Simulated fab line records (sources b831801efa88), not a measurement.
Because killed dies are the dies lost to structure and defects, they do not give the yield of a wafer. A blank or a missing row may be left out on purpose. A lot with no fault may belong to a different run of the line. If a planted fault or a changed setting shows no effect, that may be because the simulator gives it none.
2 desks, one fault -- flow sky130 -- each desk has only its own numbers; what lay behind them comes last

## FROM THE METROLOGY DESK
Means of the sampled wafers that have a number, per lot and without regard to the tool the lot ran on: this is what the gauges read. A lot is out of limits, marked OUT, if its mean lies more than 4 standard deviations from the usual mean; the brackets give that distance. Readings shown: 7 of its 8, picked as those furthest out on some lot.
Columns: A = cd nm at SKY_VIA3_CD_MEAS_12, usual 199.8 nm; B = VIA3_OVL at SKY_VIA3_OVL_MEAS_13, usual 5 nm; C = VIA3_W_RS at SKY_VIA3_RS_MEAS_22, usual 0.2950 ohm/sq; D = VIA3_W_THK at SKY_VIA3_THK_MEAS_23, usual 386 nm; E = CAP2M_TIN_RS at SKY_CAP2M_RS_MEAS_03, usual 6.91 ohm/sq; F = CAP2M_TIN_THK at SKY_CAP2M_THK_MEAS_04, usual 200.3 nm; G = CAP2M_OVL at SKY_CAP2M_OVL_MEAS_12, usual -0.7 nm
lot,first seen here,A,B,C,D,E,F,G
L267,day 39 15:19,199.0,3,0.2943,392,6.95,197.8,-0.3
L270,day 40 16:11,199.9,11,0.2971,384,6.88,201.8,-2.7
L271,day 40 19:56,199.4,-7,0.2932,388,6.87,201.6,-1.6
L273,day 41 12:58,200.6,-0,0.2953,388,6.92,200.1,0.4
L283,day 44 09:02,197.9,11,0.2974,387,6.85,202.8,-1.8
L288,day 45 14:10,198.2,3,0.2953,382,6.86,202.5,-0.6
This desk's finding: nothing out of limits on any of the 6 lots.

## TOOL OWNER'S DESK, cmp-01
The tool's own readings at SKY_VIA3_CMP_24 (polishes, stops on SiO2, t overpolish 20 s, target thk 0 nm): means of the sampled wafers that have a number, for each lot that ran on this tool. A lot is out of limits, marked OUT, if its mean lies more than 4 standard deviations from the usual mean; the brackets give that distance.
Columns: A = head pressure psi at SKY_VIA3_CMP_24, usual 3.499 psi; B = motor current A at SKY_VIA3_CMP_24, usual 11.4 A; C = overpolish run s at SKY_VIA3_CMP_24, usual 20.000 s; D = time to endpoint s at SKY_VIA3_CMP_24, usual 95 s
lot,first seen here,A,B,C,D
L271,day 40 21:16,3.500,10.2,19.998,79 (-4.2) OUT
L273,day 41 14:15,3.498,11.2,20.009,77 (-4.7) OUT
L288,day 45 15:21,3.501,10.3,20.004,93
Finding of this desk: L271, L273 out of limits; the first was L271 at day 40 21:16, on time to endpoint s at SKY_VIA3_CMP_24. L288: within limits.

## ALL TOGETHER
The tool owner's desk could have raised an alarm at day 40 21:16, on L271, L273.
At the metrology desk, nothing out of limits was observed.
The metrology desk holds a record of L271, L273, inside its limits.
Of the lots named, all ran SKY_VIA3_CMP_24 on cmp-01.

## WHAT WAS PUT IN BY THE SIMULATOR
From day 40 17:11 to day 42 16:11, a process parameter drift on cmp-01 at SKY_VIA3_CMP_24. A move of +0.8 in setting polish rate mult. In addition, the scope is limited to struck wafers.
Lots struck among those shown: L271, L273.
How many hours passed from the start of the fault until each desk's first out-of-limits reading: the tool owner's desk, 4.
